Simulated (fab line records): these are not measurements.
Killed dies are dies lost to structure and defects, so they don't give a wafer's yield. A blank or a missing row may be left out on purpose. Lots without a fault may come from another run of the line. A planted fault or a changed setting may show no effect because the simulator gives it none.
fab line records	flow sky130
record: lots: 24	wafers: 72	lastDay: 50
route steps=708 shown SONOS_ONO@183 LI_CONTACT@377 CONTACT@433 METAL1@435 VIA1@478
lots that met no fault: from a run of the same line without faults
startH: hours from the record's first day to the start of the lot's first wafer shown	waitH: time in hours since the lot's previous step	" same as the row above	L1.1+2: a row that stands for several wafers	- either no value or no given start	* or withheld: withheld	< > ~ a bound
route shown NAME@n: NAME is a module with steps in the file, n the number in the route of the first one	usual: mean/standard deviation taken from wafers without a fault	same: alike in all rows	chamber/n: place in a boat	sites: readings site by site	_std_site: standard deviation of those values	_edge_site: the outer-site mean with the inner-site mean subtracted	radiusMm: for every site, how far away it sits from the centre of the wafer	mask NAME#n: copy n	behind: the last tool/chamber to shape the wafer	hold: why the lot went on hold/how many hours it stayed there/how the hold came to an end	device: which transistor (n, p or np) failed to switch	end of line: the tests these same wafers got at the end of their route	a step without rows: its recipe alone	killed: at the first sort, the dies lost to defects and structure; wafer yield is something else	map: a wafer's dies, marking killed ones x, the rest . and places with no die _
set.NAME: the setting as run; set.NAME@STEP: as run at that earlier step	model.NAME: the simulator's own value behind a step, which no gauge read
the route's steps for a sample of lots (tables are steps, rows are wafers)
services: from which hour (startH, from the record's first day; less than 0 if before it) a tool's chamber was out of use, for how many hours, and why
== steps ==
step: SKY_SONOS_ONO_ETCH_15
recipe: targetDepthNm: 19.52	chemistry: CHF3/O2	sourceW: 600	biasW: 200	pressureMtorr: 40	chf3FlowSccm: 50	O2_flow_sccm: 5	timeS: 7.8
usual: drypumpMotorCurrentA: 5.6/0.4	oesProductAu: 1.000/0.016	throttleValvePct: 8.825/0.01
lot.wafer	tool	chamber	startH	waitH	drypumpMotorCurrentA	oesProductAu	rfHoursCounterH	throttleValvePct
L074.1	rieDiel-04	3	282.14	0.0	5.4	1.007	62	8.827
L074.2	"	0	"	"	5.5	0.976	2	8.819
L074.6	"	3	"	"	5.4	1.010	-	8.838
L075.1	rieDiel-03	2	293.84	0.0	5.7	0.989	44	8.832
L075.2	"	3	"	"	6.4	1.010	6	8.824
L075.6	"	3	"	"	6.4	1.008	-	8.824
L077.3	rieDiel-02	1	317.49	0.0	5.3	0.995	9	8.843
L077.5	"	1	"	"	5.3	1.012	-	8.804
L077.6	"	0	"	"	6.2	0.993	-	8.822
L076.4	rieDiel-03	2	320.54	0.0	5.7	0.987	44	8.815
L076.5	"	3	"	"	6.4	0.992	-	8.842
L076.6	"	0	"	"	5.4	0.971	-	8.830
L079.1	rieDiel-03	2	330.34	0.0	5.7	0.984	44	8.840
L079.4	"	0	"	"	5.4	0.972	0	8.819
L079.6	"	3	"	"	6.4	0.997	-	8.828
L078.1	rieDiel-02	1	330.49	0.0	5.2	1.008	9	8.840
L078.4	"	2	"	"	5.8	0.990	-	8.833
L078.6	"	1	"	"	5.2	1.010	-	8.842
L080.1	rieDiel-02	1	336.25	0.0	5.3	1.006	10	8.818
L080.2	"	3	"	"	6.4	0.994	0	8.831
L080.5	"	2	"	"	5.8	0.988	-	8.823
L081.2	rieDiel-03	3	352.04	0.0	6.4	1.014	7	8.819
L081.4	"	2	"	"	5.7	0.993	45	8.814
L081.6	"	0	"	"	5.4	0.975	-	8.814
L082.1	rieDiel-04	2	363.69	0.0	5.7	1.017	5	8.829
L082.2	"	3	"	"	5.5	1.000	63	8.821
L082.5	"	1	"	"	5.1	1.006	-	8.835
L083.3	rieDiel-04	0	367.44	0.0	5.5	0.977	3	8.814
L083.4	"	2	"	"	5.7	1.023	5	8.832
L083.6	"	1	"	"	5.0	1.009	-	8.829
L084.4	rieDiel-04	2	377.94	0.0	5.7	1.019	5	8.846
L084.5	"	0	"	"	5.5	0.986	-	8.825
L084.6	"	3	"	"	5.5	0.991	-	8.831
L085.2	rieDiel-04	2	386.80	0.0	5.7	1.019	5	8.817
L085.4	"	3	"	"	5.5	0.997	63	8.828
L085.6	"	1	"	"	5.0	0.992	-	8.806
L086.2	rieDiel-04	1	393.39	0.0	5.0	1.005	12	8.813
L086.3	"	2	"	"	5.7	1.012	5	8.817
L086.6	"	3	"	"	5.5	1.006	-	8.820
L087.1	rieDiel-03	1	407.95	0.0	5.4	1.026	52	8.822
L087.4	"	2	"	"	5.7	0.983	46	8.833
L087.6	"	1	"	"	5.4	1.032	-	8.846
L088.3	rieDiel-03	1	414.20	0.0	5.4	1.026	52	8.837
L088.5	"	1	"	"	5.4	1.029	-	8.852
L088.6	"	0	"	"	5.4	0.985	-	8.823
L089.3	rieDiel-04	1	422.85	0.0	5.0	1.006	13	8.812
L089.4	"	0	"	"	5.5	0.974	4	8.811
L089.6	"	3	"	"	5.5	0.998	-	8.827
L090.2	rieDiel-02	0	432.99	0.0	6.2	1.021	2	8.830
L090.4	"	3	"	"	6.4	1.015	3	8.826
L090.5	"	2	"	"	5.8	0.995	-	8.824
L091.2	rieDiel-02	2	441.70	0.0	5.8	1.000	9	8.836
L091.3	"	0	"	"	6.2	1.019	2	8.821
L091.5	"	1	"	"	5.2	1.018	-	8.846
L092.1	rieDiel-02	1	448.49	0.0	5.3	1.010	12	8.834
L092.2	"	3	"	"	6.4	1.010	3	8.832
L092.6	"	0	"	"	6.2	1.011	-	8.824
L093.3	rieDiel-04	3	453.70	0.0	5.4	0.999	64	8.831
L093.4	"	1	"	"	5.0	1.014	13	8.813
L093.6	"	1	"	"	5.0	1.019	-	8.829
L094.1	rieDiel-04	2	464.84	0.0	5.7	1.015	6	8.821
L094.3	"	0	"	"	5.5	0.971	5	8.809
L094.6	"	2	"	"	5.7	1.017	-	8.851
L095.2	rieDiel-04	1	468.64	0.0	5.1	1.004	13	8.837
L095.3	"	3	"	"	5.5	1.006	64	8.821
L095.4	"	0	"	"	5.5	0.976	5	8.818
L096.1	rieDiel-03	1	475.05	0.0	5.3	1.003	53	8.818
L096.2	"	2	"	"	5.7	0.991	47	8.814
L096.3	"	3	"	"	6.4	0.990	9	8.822
L097.3	rieDiel-04	1	497.70	0.0	5.0	1.006	14	8.825
L097.4	"	3	"	"	5.5	1.008	65	8.802
L097.5	"	2	"	"	5.7	1.018	-	8.823
step: SKY_LI_CONTACT_ETCH_15
recipe: target: PSG	chemistry: C4F8/O2/Ar	stopOn: Si	taperDeg: 4.15	maskMaterial: KrF-thick	sourceW: 1500	biasW: 1200	pressureMtorr: 40	c4f8FlowSccm: withheld	O2_flow_sccm: 6	Ar_flow_sccm: 300	timeS: withheld	targetDepthA: 6000
usual: oesProductAu: 0.837/0.0045
lot.wafer	tool	chamber	startH	waitH	oesProductAu
L074.1	rieDiel-04	0	682.03	0.0	0.846
L074.2	"	1	"	"	0.836
L074.6	"	1	"	"	0.832
L075.1	rieDiel-03	0	691.95	0.0	0.836
L075.2	"	3	"	"	0.838
L075.6	"	2	"	"	0.843
L077.3	rieDiel-03	3	713.64	0.0	0.836
L077.5	"	3	"	"	0.836
L077.6	"	0	"	"	0.830
L076.4	rieDiel-04	2	718.64	0.0	0.837
L076.5	"	1	"	"	0.838
L076.6	"	0	"	"	0.832
L078.1	rieDiel-02	1	727.39	0.0	0.836
L078.4	"	3	"	"	0.841
L078.6	"	3	"	"	0.831
L079.1	rieDiel-02	3	728.53	0.0	0.837
L079.4	"	1	"	"	0.832
L079.6	"	2	"	"	0.844
L080.1	rieDiel-02	2	738.43	0.0	0.829
L080.2	"	1	"	"	0.836
L080.5	"	0	"	"	0.838
L081.2	rieDiel-02	0	748.68	0.0	0.838
L081.4	"	2	"	"	0.839
L081.6	"	2	"	"	0.834
L082.1	rieDiel-02	0	761.09	0.0	0.843
L082.2	"	2	"	"	0.830
L082.5	"	2	"	"	0.838
L083.3	rieDiel-03	1	767.23	0.0	0.842
L083.4	"	3	"	"	0.839
L083.6	"	0	"	"	0.831
L084.4	rieDiel-02	3	774.28	0.0	0.832
L084.5	"	2	"	"	0.835
L084.6	"	0	"	"	0.832
L085.2	rieDiel-03	0	786.48	0.0	0.837
L085.4	"	2	"	"	0.835
L085.6	"	1	"	"	0.840
L086.2	rieDiel-03	1	790.03	0.0	0.840
L086.3	"	0	"	"	0.841
L086.6	"	2	"	"	0.834
L087.1	rieDiel-02	2	795.50	0.0	0.835
L087.4	"	2	"	"	0.838
L087.6	"	3	"	"	0.832
L088.3	rieDiel-02	0	803.88	0.0	0.833
L088.5	"	2	"	"	0.840
L088.6	"	0	"	"	0.827
L089.3	rieDiel-03	1	809.53	0.0	0.838
L089.4	"	3	"	"	0.837
L089.6	"	3	"	"	0.840
L090.2	rieDiel-02	2	817.65	0.0	0.838
L090.4	"	3	"	"	0.846
L090.5	"	2	"	"	0.843
L091.2	rieDiel-04	1	822.78	0.0	0.836
L091.3	"	2	"	"	0.838
L091.5	"	3	"	"	0.835
L092.1	rieDiel-04	1	830.13	0.0	0.836
L092.2	"	0	"	"	0.833
L092.6	"	3	"	"	0.836
L093.3	rieDiel-04	2	833.28	0.0	0.847
L093.4	"	0	"	"	0.837
L093.6	"	0	"	"	0.840
L094.1	rieDiel-04	1	841.75	0.0	0.840
L094.3	"	2	"	"	0.836
L094.6	"	0	"	"	0.836
L095.2	rieDiel-02	3	845.68	0.0	0.836
L095.3	"	0	"	"	0.839
L095.4	"	0	"	"	0.833
L096.1	rieDiel-02	2	852.70	0.0	0.840
L096.2	"	3	"	"	0.835
L096.3	"	0	"	"	0.827
L097.3	rieDiel-02	3	868.45	0.1	0.841
L097.4	"	2	"	"	0.837
L097.5	"	2	"	"	0.839
step: SKY_CONTACT_CMP_27
recipe: stopOn: SiO2	tOverpolishS: 15	downForcePsi: 3.5	platenRpm: 60	targetThkNm: 0	padVelocityMS: 0.94248
usual: motorCurrentA: 10.8/1.1	overpolishRunS: 15.000/0.0081	slurryFlowMlMin: 150.0/0.53	timeToEndpointS: 82/3.2
lot.wafer	tool	chamber	startH	waitH	motorCurrentA	overpolishRunS	slurryFlowMlMin	timeToEndpointS
L074.1	cmp-01	3	741.33	0.1	10.7	14.995	150.3	81
L074.2	"	1	"	"	10.3	14.999	149.4	79
L074.6	"	0	"	"	11.3	14.999	149.9	80
L075.2	cmp-01	2	750.58	0.1	8.3	14.995	149.8	78
L075.1	"	3	"	"	10.7	14.991	149.9	81
L075.6	"	1	"	"	10.4	14.996	149.8	82
L077.3	cmp-02	3	771.22	0.2	11.2	14.994	150.8	91
L077.5	"	0	"	"	10.5	14.999	150.8	83
L077.6	"	1	"	"	11.9	14.999	149.1	86
L076.4	cmp-02	3	776.78	0.1	11.5	14.998	150.6	86
L076.5	"	1	"	"	10.9	15.003	150.2	89
L076.6	"	2	"	"	11.8	14.991	150.5	86
L078.1	cmp-01	3	784.50	0.1	11.3	14.999	150.8	80
L078.4	"	0	"	"	11.3	14.991	149.8	83
L078.6	"	0	"	"	11.5	14.999	149.7	83
L079.1	cmp-01	2	785.10	0.2	8.8	15.000	150.0	71
L079.4	"	0	"	"	11.3	15.007	149.9	79
L079.6	"	2	"	"	8.6	14.996	149.5	82
L080.2	cmp-01	3	793.31	0.1	11.0	15.001	148.8	78
L080.1	"	0	"	"	11.6	14.989	149.6	80
L080.5	"	3	"	"	10.9	15.003	149.7	80
L081.2	cmp-01	2	803.48	0.0	8.0	14.994	149.2	76
L081.4	"	0	"	"	11.8	15.004	149.5	83
L081.6	"	2	"	"	8.6	14.991	150.2	79
L082.1	cmp-02	2	813.92	0.1	11.8	15.023	150.2	84
L082.2	"	0	"	"	10.3	14.995	150.3	77
L082.5	"	2	"	"	12.4	14.998	149.3	79
L083.4	cmp-01	1	819.87	0.0	10.2	15.000	150.0	79
L083.3	"	3	"	"	11.0	15.007	150.8	84
L083.6	"	1	"	"	10.3	15.004	150.3	81
L084.4	cmp-01	2	827.02	0.2	8.7	14.996	149.2	80
L084.5	"	3	"	"	11.0	14.997	149.8	81
L084.6	"	0	"	"	11.9	15.007	150.0	80
L085.2	cmp-01	1	839.22	0.1	10.3	15.020	150.4	83
L085.4	"	2	"	"	8.4	14.998	150.6	81
L085.6	"	3	"	"	10.7	14.999	150.1	82
L086.3	cmp-01	0	843.66	0.2	11.6	15.011	150.1	90
L086.2	"	1	"	"	9.8	15.004	150.4	87
L086.6	"	2	"	"	8.3	15.002	149.9	88
L087.4	cmp-02	1	849.40	0.1	11.4	15.010	151.2	82
L087.1	"	3	"	"	11.3	15.015	149.7	83
L087.6	"	0	"	"	10.7	15.008	150.7	80
L088.3	cmp-01	1	857.98	0.1	10.4	14.994	150.6	80
L088.6	"	0	"	"	11.8	14.995	149.9	86
L088.5	"	1	"	"	10.1	15.000	150.1	82
L089.3	cmp-02	0	864.07	0.1	11.1	14.985	149.9	83
L089.4	"	2	"	"	11.9	15.001	149.6	82
L089.6	"	3	"	"	11.4	15.004	150.0	83
L090.4	cmp-01	2	873.63	0.1	8.7	15.005	150.3	82
L090.2	"	0	"	"	11.4	15.006	149.5	87
L090.5	"	1	"	"	10.3	15.007	151.0	86
L091.3	cmp-02	1	878.76	0.1	11.0	15.013	150.0	80
L091.2	"	2	"	"	12.0	15.000	149.2	78
L091.5	"	0	"	"	10.7	14.997	149.6	80
L092.2	cmp-02	3	885.48	0.0	11.4	15.006	149.5	81
L092.1	"	0	"	"	10.4	14.981	150.0	80
L092.6	"	3	"	"	11.5	15.002	149.2	83
L093.4	cmp-02	1	888.60	0.0	12.1	14.988	149.8	81
L093.3	"	2	"	"	11.5	14.992	149.4	81
L093.6	"	1	"	"	11.5	15.003	149.5	80
L094.1	cmp-02	1	894.87	0.2	11.2	14.994	150.4	80
L094.3	"	2	"	"	12.5	15.009	149.8	81
L094.6	"	3	"	"	11.2	14.993	150.6	86
L095.4	cmp-01	2	901.88	0.0	8.6	14.998	149.6	85
L095.3	"	0	"	"	12.2	14.983	149.9	85
L095.2	"	1	"	"	10.4	14.999	150.3	83
L096.2	cmp-01	3	906.10	0.0	10.4	15.000	150.1	83
L096.1	"	0	"	"	11.3	15.009	150.5	88
L096.3	"	2	"	"	8.7	15.005	150.3	83
L097.4	cmp-02	0	921.72	0.1	10.4	14.999	150.0	79
L097.3	"	1	"	"	11.6	15.010	149.5	79
L097.5	"	3	"	"	11.5	15.001	150.4	81
step: SKY_METAL1_SPUTTER_01
recipe: material: TiN	targetThkNm: 20	powerW: 6500	timeS: 16.7	chamberPressurePa: 0.4
usual: cathodeDcPowerW: 6500.2/1.1	chamberPressurePa: 0.4001/0.00078	throttleValvePct: 29.9/0.91
lot.wafer	tool	chamber	startH	waitH	cathodeDcPowerW	chamberPressurePa	throttleValvePct
L074.1	pvdSputter-04	-	741.65	0.0	6503.5	0.4010	29.7
L074.2	"	-	"	"	6498.9	0.3988	28.4
L074.6	"	-	"	"	6501.2	0.4012	30.0
L075.1	pvdSputter-04	-	750.80	0.0	6499.9	0.4009	29.3
L075.2	"	-	"	"	6498.8	0.4009	28.7
L075.6	"	-	"	"	6501.1	0.3995	29.3
L077.3	pvdSputter-02	-	771.40	0.0	6501.4	0.4002	30.7
L077.5	"	-	"	"	6500.7	0.4000	31.1
L077.6	"	-	"	"	6501.1	0.3995	30.4
L076.4	pvdSputter-04	-	777.00	0.0	6500.7	0.4001	29.5
L076.5	"	-	"	"	6499.4	0.4009	28.7
L076.6	"	-	"	"	6500.3	0.4006	29.4
L078.1	pvdSputter-02	-	784.82	0.0	6499.5	0.3998	29.4
L078.4	"	-	"	"	6501.1	0.3994	30.2
L078.6	"	-	"	"	6499.1	0.4011	29.7
L079.1	pvdSputter-03	-	785.42	0.0	6500.0	0.3992	28.9
L079.4	"	-	"	"	6501.0	0.4005	28.3
L079.6	"	-	"	"	6500.2	0.3985	29.1
L080.1	pvdSputter-02	-	793.58	0.0	6500.5	0.4000	29.7
L080.2	"	-	"	"	6501.6	0.4001	31.2
L080.5	"	-	"	"	6498.1	0.3995	30.3
L081.2	pvdSputter-04	-	803.80	0.0	6501.6	0.4003	29.4
L081.4	"	-	"	"	6501.6	0.4004	28.9
L081.6	"	-	"	"	6499.9	0.3997	30.1
L082.1	pvdSputter-03	-	814.19	0.0	6500.0	0.4015	28.5
L082.2	"	-	"	"	6499.8	0.4004	29.0
L082.5	"	-	"	"	6499.3	0.4008	28.3
L083.3	pvdSputter-04	-	820.20	0.0	6501.4	0.4003	28.7
L083.4	"	-	"	"	6500.7	0.4006	29.6
L083.6	"	-	"	"	6500.4	0.3993	29.3
L084.4	pvdSputter-02	-	827.19	0.0	6498.8	0.4001	30.3
L084.5	"	-	"	"	6500.6	0.4001	31.2
L084.6	"	-	"	"	6500.2	0.3999	29.3
L085.2	pvdSputter-04	-	839.44	0.0	6498.3	0.3998	29.2
L085.4	"	-	"	"	6500.7	0.3997	28.6
L085.6	"	-	"	"	6500.7	0.3991	29.3
L086.2	pvdSputter-02	-	843.88	0.0	6500.8	0.3987	29.6
L086.3	"	-	"	"	6500.8	0.3994	30.2
L086.6	"	-	"	"	6501.3	0.3988	29.2
L087.1	pvdSputter-04	-	849.67	0.0	6499.8	0.4009	29.3
L087.4	"	-	"	"	6501.1	0.4002	30.1
L087.6	"	-	"	"	6499.8	0.4000	29.6
L088.3	pvdSputter-03	-	858.25	0.0	6500.9	0.4007	31.7
L088.5	"	-	"	"	6499.1	0.4000	29.1
L088.6	"	-	"	"	6500.6	0.4011	28.2
L089.3	pvdSputter-02	-	864.34	0.0	6499.6	0.4011	31.1
L089.4	"	-	"	"	6500.0	0.4017	30.8
L089.6	"	-	"	"	6501.9	0.4015	30.9
L090.2	pvdSputter-03	-	873.90	0.0	6500.9	0.4003	29.2
L090.4	"	-	"	"	6499.0	0.4008	28.2
L090.5	"	-	"	"	6500.1	0.3994	31.7
L091.2	pvdSputter-02	-	879.03	0.0	6500.3	0.3997	29.6
L091.3	"	-	"	"	6501.2	0.3996	31.2
L091.5	"	-	"	"	6500.0	0.3994	31.2
L092.1	pvdSputter-03	-	885.80	0.0	6498.9	0.4004	31.7
L092.2	"	-	"	"	6500.7	0.3997	28.4
L092.6	"	-	"	"	6498.4	0.4013	31.9
L093.3	pvdSputter-02	-	888.92	0.0	6500.7	0.3995	31.3
L093.4	"	-	"	"	6499.7	0.4008	30.2
L093.6	"	-	"	"	6499.5	0.4003	30.1
L094.1	pvdSputter-02	-	895.09	0.0	6500.3	0.4010	31.0
L094.3	"	-	"	"	6500.8	0.4009	30.3
L094.6	"	-	"	"	6500.9	0.4004	29.3
L095.2	pvdSputter-04	-	902.20	0.0	6501.3	0.3993	29.6
L095.3	"	-	"	"	6502.3	0.3996	29.1
L095.4	"	-	"	"	6498.3	0.4004	29.4
L096.1	pvdSputter-04	-	906.42	0.0	6499.9	0.4007	29.5
L096.2	"	-	"	"	6500.9	0.4000	30.2
L096.3	"	-	"	"	6501.1	0.4000	28.8
L097.3	pvdSputter-02	-	921.95	0.0	6499.0	0.3989	31.3
L097.4	"	-	"	"	6501.3	0.4008	30.6
L097.5	"	-	"	"	6500.6	0.3997	31.4
step: SKY_METAL1_ETCH_18
recipe: chemistry: N2/H2	target: BARC	ionEnergyEv: 200	biasW: 100	pressureMtorr: 30	n2FlowSccm: 100	h2FlowSccm: 200	icpW: 500	stopOn: SiO2	timeS: 45.9	targetDepthA: 600
usual: drypumpMotorCurrentA: 5.9/0.37	oesProductAu: 0.854/0.0047	throttleValvePct: 13.225/0.009
lot.wafer	tool	chamber	startH	waitH	drypumpMotorCurrentA	oesProductAu	rfHoursCounterH	throttleValvePct
L074.1	rieMetal-03	0	768.28	0.0	5.6	0.850	6	13.229
L074.2	"	1	"	"	6.0	0.852	2	13.217
L074.6	"	0	"	"	5.6	0.852	-	13.222
L075.1	rieMetal-04	1	777.27	0.0	5.4	0.851	12	13.223
L075.2	"	0	"	"	6.4	0.854	11	13.220
L075.6	"	1	"	"	5.4	0.856	-	13.217
L077.3	rieMetal-04	1	796.14	0.0	5.4	0.855	-	13.233
L077.5	"	1	"	"	5.4	0.851	-	13.235
L077.6	"	0	"	"	6.4	0.855	-	13.228
L076.4	rieMetal-03	0	802.15	0.0	5.6	0.856	-	13.253
L076.5	"	1	"	"	6.0	0.850	-	13.234
L076.6	"	0	"	"	5.6	0.856	-	13.229
L078.1	rieMetal-04	0	808.37	0.0	6.4	0.862	12	13.226
L078.4	"	0	"	"	6.4	0.854	-	13.225
L078.6	"	0	"	"	6.4	0.848	-	13.231
L079.1	rieMetal-01	1	809.58	0.0	6.0	0.858	12	13.225
L079.4	"	1	"	"	6.0	0.850	-	13.210
L079.6	"	0	"	"	5.9	0.852	-	13.232
L080.1	rieMetal-04	0	817.70	0.0	6.3	0.856	12	13.223
L080.2	"	1	"	"	5.4	0.855	13	13.246
L080.5	"	1	"	"	5.4	0.857	-	13.217
L081.2	rieMetal-01	1	827.57	0.0	5.9	0.856	13	13.227
L081.4	"	1	"	"	6.0	0.860	-	13.232
L081.6	"	0	"	"	6.0	0.853	-	13.227
L082.1	rieMetal-01	0	840.48	0.0	6.0	0.853	5	13.216
L082.2	"	1	"	"	5.9	0.854	13	13.228
L082.5	"	1	"	"	5.9	0.861	-	13.238
L083.3	rieMetal-04	1	846.15	0.0	5.4	0.849	-	13.209
L083.4	"	0	"	"	6.3	0.849	-	13.230
L083.6	"	1	"	"	5.4	0.848	-	13.225
L084.4	rieMetal-03	1	853.34	0.0	6.0	0.857	-	13.247
L084.5	"	0	"	"	5.6	0.855	-	13.224
L084.6	"	1	"	"	6.0	0.856	-	13.225
L085.2	rieMetal-04	0	865.38	0.0	6.3	0.855	14	13.230
L085.4	"	0	"	"	6.3	0.857	-	13.221
L085.6	"	0	"	"	6.3	0.852	-	13.231
L086.2	rieMetal-04	1	870.43	0.0	5.4	0.852	15	13.217
L086.3	"	1	"	"	5.4	0.862	-	13.224
L086.6	"	0	"	"	6.4	0.861	-	13.213
L087.1	rieMetal-04	1	876.02	0.0	5.4	0.854	15	13.238
L087.4	"	0	"	"	6.3	0.862	-	13.243
L087.6	"	1	"	"	5.4	0.861	-	13.216
L088.3	rieMetal-03	0	884.19	0.0	5.6	0.857	-	13.234
L088.5	"	0	"	"	5.6	0.857	-	13.230
L088.6	"	1	"	"	6.0	0.854	-	13.226
L089.3	rieMetal-01	1	890.44	0.0	5.9	0.850	-	13.210
L089.4	"	0	"	"	6.0	0.857	-	13.234
L089.6	"	1	"	"	5.9	0.848	-	13.215
L090.2	rieMetal-04	0	899.92	0.1	6.4	0.859	-	13.217
L090.4	"	0	"	"	6.4	0.859	-	13.207
L090.5	"	0	"	"	6.4	0.861	-	13.222
L091.2	rieMetal-04	0	904.68	0.1	6.4	0.849	-	13.231
L091.3	"	0	"	"	6.4	0.849	-	13.224
L091.5	"	0	"	"	6.4	0.857	-	13.220
L092.1	rieMetal-03	0	912.03	0.0	5.6	0.848	12	13.226
L092.2	"	1	"	"	6.0	0.855	7	13.231
L092.6	"	0	"	"	5.6	0.847	-	13.215
L093.3	rieMetal-01	1	914.30	0.1	6.0	0.856	-	13.226
L093.4	"	1	"	"	6.0	0.860	-	13.232
L093.6	"	1	"	"	5.9	0.855	-	13.222
L094.1	rieMetal-01	1	920.20	0.1	6.0	0.862	17	13.218
L094.3	"	1	"	"	6.0	0.857	-	13.221
L094.6	"	1	"	"	6.0	0.862	-	13.223
L095.2	rieMetal-04	1	927.08	0.0	5.4	0.858	1	13.217
L095.3	"	1	"	"	5.4	0.856	-	13.230
L095.4	"	0	"	"	6.4	0.853	-	13.224
L096.1	rieMetal-04	1	932.16	0.1	5.4	0.853	1	13.241
L096.2	"	1	"	"	5.4	0.848	-	13.211
L096.3	"	1	"	"	5.4	0.862	-	13.224
L097.3	rieMetal-04	1	947.60	0.1	5.4	0.855	-	13.238
L097.4	"	1	"	"	5.4	0.852	-	13.233
L097.5	"	1	"	"	5.4	0.848	-	13.228
step: SKY_VIA1_SPUTTER_20
recipe: material: TiN	targetThkNm: 20	chamberPressurePa: 5	powerW: 4000	timeS: 80
usual: cathodeDcPowerW: 4000.0/0.75	chamberPressurePa: 5.000/0.011	throttleValvePct: 30.0/1.3
lot.wafer	tool	chamber	startH	waitH	cathodeDcPowerW	chamberPressurePa	throttleValvePct
L074.1	pvdSputter-03	-	795.57	0.0	4000.8	5.002	28.4
L074.2	"	-	"	"	3999.8	4.994	30.3
L074.6	"	-	"	"	3999.4	4.974	28.2
L075.1	pvdSputter-03	-	803.44	0.0	3999.2	4.999	31.9
L075.2	"	-	"	"	3998.5	5.005	29.0
L075.6	"	-	"	"	4000.3	5.004	30.6
L077.3	pvdSputter-03	-	822.27	0.0	3999.7	5.013	30.3
L077.5	"	-	"	"	3998.4	5.023	30.8
L077.6	"	-	"	"	4000.5	4.998	28.8
L076.4	pvdSputter-03	-	827.87	0.0	4000.3	5.003	31.8
L076.5	"	-	"	"	4001.2	4.994	31.9
L076.6	"	-	"	"	4000.4	5.001	28.0
L078.1	pvdSputter-02	-	834.12	0.0	4000.1	5.029	29.5
L078.4	"	-	"	"	3999.1	5.001	30.3
L078.6	"	-	"	"	3999.6	4.997	30.7
L079.1	pvdSputter-03	-	835.62	0.0	4000.5	4.985	31.8
L079.4	"	-	"	"	3999.3	4.987	30.7
L079.6	"	-	"	"	4001.0	4.992	31.6
L080.1	pvdSputter-01	-	845.56	0.0	4000.0	5.016	31.3
L080.2	"	-	"	"	3999.8	5.003	28.7
L080.5	"	-	"	"	3998.6	5.002	28.4
L081.2	pvdSputter-01	-	855.68	0.0	4000.1	4.986	28.4
L081.4	"	-	"	"	3999.3	4.992	29.0
L081.6	"	-	"	"	4000.4	5.000	31.4
L082.1	pvdSputter-03	-	866.46	0.0	4000.5	5.005	32.0
L082.2	"	-	"	"	4001.9	5.013	28.8
L082.5	"	-	"	"	4000.0	4.992	30.4
L083.3	pvdSputter-01	-	874.33	0.0	3998.8	5.004	31.5
L083.4	"	-	"	"	4000.5	4.982	28.2
L083.6	"	-	"	"	3999.9	5.004	28.3
L084.4	pvdSputter-03	-	881.14	0.0	4000.2	4.994	30.2
L084.5	"	-	"	"	4000.4	4.990	28.4
L084.6	"	-	"	"	3999.9	5.003	31.8
L085.2	pvdSputter-02	-	892.59	0.0	4001.6	4.991	30.6
L085.4	"	-	"	"	3999.3	5.009	29.4
L085.6	"	-	"	"	3999.4	4.998	29.4
L086.2	pvdSputter-03	-	897.40	0.0	3999.4	4.996	29.2
L086.3	"	-	"	"	4000.0	5.006	31.8
L086.6	"	-	"	"	3999.0	5.014	31.9
L087.1	pvdSputter-03	-	903.23	0.0	3999.4	4.988	31.8
L087.4	"	-	"	"	4000.2	5.008	28.9
L087.6	"	-	"	"	4000.1	4.990	31.7
L088.3	pvdSputter-03	-	912.13	0.0	4000.8	4.970	30.4
L088.5	"	-	"	"	4000.9	4.994	29.2
L088.6	"	-	"	"	3999.7	4.991	28.2
L089.3	pvdSputter-03	-	917.70	0.0	4000.3	4.983	29.0
L089.4	"	-	"	"	4000.7	5.018	31.9
L089.6	"	-	"	"	3998.0	4.984	28.8
L090.2	pvdSputter-01	-	927.42	0.0	3999.7	4.993	31.5
L090.4	"	-	"	"	4000.5	5.006	28.4
L090.5	"	-	"	"	4001.3	5.011	28.4
L091.2	pvdSputter-03	-	932.52	0.0	3999.6	4.994	28.8
L091.3	"	-	"	"	4000.0	4.985	31.6
L091.5	"	-	"	"	4000.5	4.982	30.4
L092.1	pvdSputter-02	-	942.46	0.0	3999.5	5.014	30.5
L092.2	"	-	"	"	4000.5	4.995	29.6
L092.6	"	-	"	"	4001.3	5.015	31.3
L093.3	pvdSputter-03	-	943.57	0.0	3999.4	5.016	30.3
L093.4	"	-	"	"	3999.8	5.000	29.1
L093.6	"	-	"	"	4000.0	5.004	30.2
L094.1	pvdSputter-02	-	947.91	0.0	4000.2	5.011	30.1
L094.3	"	-	"	"	4000.6	5.004	30.7
L094.6	"	-	"	"	3999.1	5.009	30.4
L095.2	pvdSputter-01	-	953.81	0.0	3999.6	4.988	31.6
L095.3	"	-	"	"	3999.2	5.015	31.4
L095.4	"	-	"	"	3999.9	5.015	28.3
L096.1	pvdSputter-01	-	958.88	0.0	3999.8	5.008	28.2
L096.2	"	-	"	"	3999.5	4.978	29.0
L096.3	"	-	"	"	3999.0	4.997	31.4
L097.3	pvdSputter-03	-	974.02	0.0	4000.1	5.000	29.3
L097.4	"	-	"	"	3999.8	5.005	27.9
L097.5	"	-	"	"	4000.8	5.019	30.4
== services ==
tool	chamber	startH	hours	kind
rieDiel-04	1	259.46	3.9	repair
pvdSputter-03	-	269.29	1.1	repair
pvdSputter-03	-	277.61	8.6	repair
rieDiel-04	3	283.06	3.9	repair
pvdSputter-03	-	321.20	1.8	repair
rieDiel-02	0	324.83	3.8	repair
rieDiel-02	3	396.06	10.1	repair
rieDiel-02	-	473.84	1.8	repair
rieDiel-02	0	557.63	2.8	repair
rieDiel-02	1	586.15	8.7	repair
rieDiel-02	-	620.03	1.2	repair
pvdSputter-03	-	646.84	8.8	repair
rieDiel-02	-	725.96	0.5	repair
pvdSputter-03	-	737.05	1.4	repair
pvdSputter-03	-	762.75	4.0	repair
rieDiel-02	1	769.06	130.0	repair
pvdSputter-03	-	783.32	1.8	repair
rieDiel-02	-	818.36	2.8	pm
pvdSputter-03	-	824.93	2.9	repair
rieDiel-02	-	827.24	14.6	pm
rieDiel-02	-	864.72	0.3	repair
rieDiel-02	0	868.22	10.3	repair
rieDiel-02	2	882.95	8.6	repair
rieDiel-02	0	889.35	3.4	repair
== key ==
fault none
